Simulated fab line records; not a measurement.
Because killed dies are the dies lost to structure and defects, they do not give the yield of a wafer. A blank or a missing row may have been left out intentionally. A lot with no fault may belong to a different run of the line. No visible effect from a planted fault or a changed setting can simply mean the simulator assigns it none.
Check of tool commonality ; flow sky130 ; 14 lots and 42 wafers in the sample

WHY THIS WAS OPENED
At SKY_LDD_HVP_TW_MEAS_10 the reading LDD_HVP_TW is flagged on 2 of 14 lots. No-fault wafers: 457.3, standard deviation 2.7.
Rule: a lot is flagged when every wafer of it that has a number lies more than 4 standard deviations from that mean, or none has a number. The rest of the lots are taken to be sound.

lot;measured;on;LDD_HVP_TW, wafer by wafer;flag
L980;day 22 12:25;film metro-04;454.0 456.1 455.9;
L981;day 23 02:26;film metro-04;460.5 458.7 457.4;
L982;day 23 04:24;film metro-01;458.4 460.1 457.6;
L983;day 23 09:28;film metro-04;456.7 457.5 456.1;
L984;day 23 19:44;film metro-04;458.6 458.3 457.8;
L985;day 24 03:36;film metro-04;456.0 453.0 457.2;
L987;day 24 22:51;film metro-04;455.5 454.6 455.1;
L988;day 24 23:32;film metro-03;458.9 460.1 458.0;
L991;day 26 07:02;film metro-03;458.5 457.5 456.7;
L992;day 26 15:40;film metro-01;459.2 459.1 458.2;
L995;day 27 15:44;film metro-04;454.2 450.3 452.4;
L100;day 29 04:53;film metro-04;739.3 740.3 745.0;FLAGGED
L102;day 29 20:04;film metro-03;748.6 750.6 743.3;FLAGGED
L103;day 30 03:44;film metro-03;456.9 459.0 458.7;
Averaged over the flagged lots the numbers come to 744.5, +287.2 from the usual (+99 or more standard deviations).

TOOL THAT RAN EACH LOT
The record keeps 1 process step preceding the reading, out of 708 steps on the route. Read each cell as the tool, then ch plus the chambers that the sampled wafers visited, then the start.
lot;flag;SKY_LDD_HVP_IMPLANT_08
L980;;implanter-04 ch 0, day 22 12:11
L981;;implanter-04 ch 0, day 23 02:11
L982;;implanter-03 ch 0, day 23 04:09
L983;;implanter-04 ch 0, day 23 09:15
L984;;implanter-03 ch 0, day 23 19:29
L985;;implanter-03 ch 0, day 24 03:21
L987;;implanter-03 ch 0, day 24 22:36
L988;;implanter-03 ch 0, day 24 23:17
L991;;implanter-02 ch 0, day 26 06:50
L992;;implanter-04 ch 0, day 26 15:27
L995;;implanter-04 ch 0, day 27 15:29
L100;FLAGGED;implanter-03 ch 0, day 29 04:39
L102;FLAGGED;implanter-03 ch 0, day 29 19:52
L103;;implanter-04 ch 0, day 30 03:29
These steps, and what they do:
- SKY_LDD_HVP_IMPLANT_08
- SKY_LDD_HVP_TW_MEAS_10

FLAGGED AGAINST TOTAL, ONE TOOL AT A TIME (gauges that did the reading follow at the end)
step;tool;lots run;flagged;share of the flagged lots;sound lots run after its first flagged lot
SKY_LDD_HVP_IMPLANT_08;implanter-02;1;0;none;-
SKY_LDD_HVP_IMPLANT_08;implanter-03;7;2;all;0
SKY_LDD_HVP_IMPLANT_08;implanter-04;6;0;none;-
SKY_LDD_HVP_TW_MEAS_10;film metro-01;2;0;none;-
SKY_LDD_HVP_TW_MEAS_10;film metro-03;4;1;some;1 (L103)
SKY_LDD_HVP_TW_MEAS_10;film metro-04;8;1;some;0

THE TABLE: WHAT IT ALLOWS
1 row of the table ran every flagged lot: implanter-03 at SKY_LDD_HVP_IMPLANT_08.
- implanter-03 at SKY_LDD_HVP_IMPLANT_08: 2 of its 7 lots flagged. Its last sound lot is L988 (day 24 23:17), its first flagged lot L100 (day 29 04:39): a fault that began between those two fits. Its own readings (dose ions cm2, faraday current uA) fall more than 4 standard deviations out on all wafers of the flagged lots.
One tool is left: implanter-03 at SKY_LDD_HVP_IMPLANT_08.

WHAT THE SIMULATOR HAD INSERTED
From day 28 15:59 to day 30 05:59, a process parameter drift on implanter-03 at SKY_LDD_HVP_IMPLANT_08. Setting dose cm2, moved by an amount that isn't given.
Struck lots among those shown: L100, L102. Same finding as the rule above.
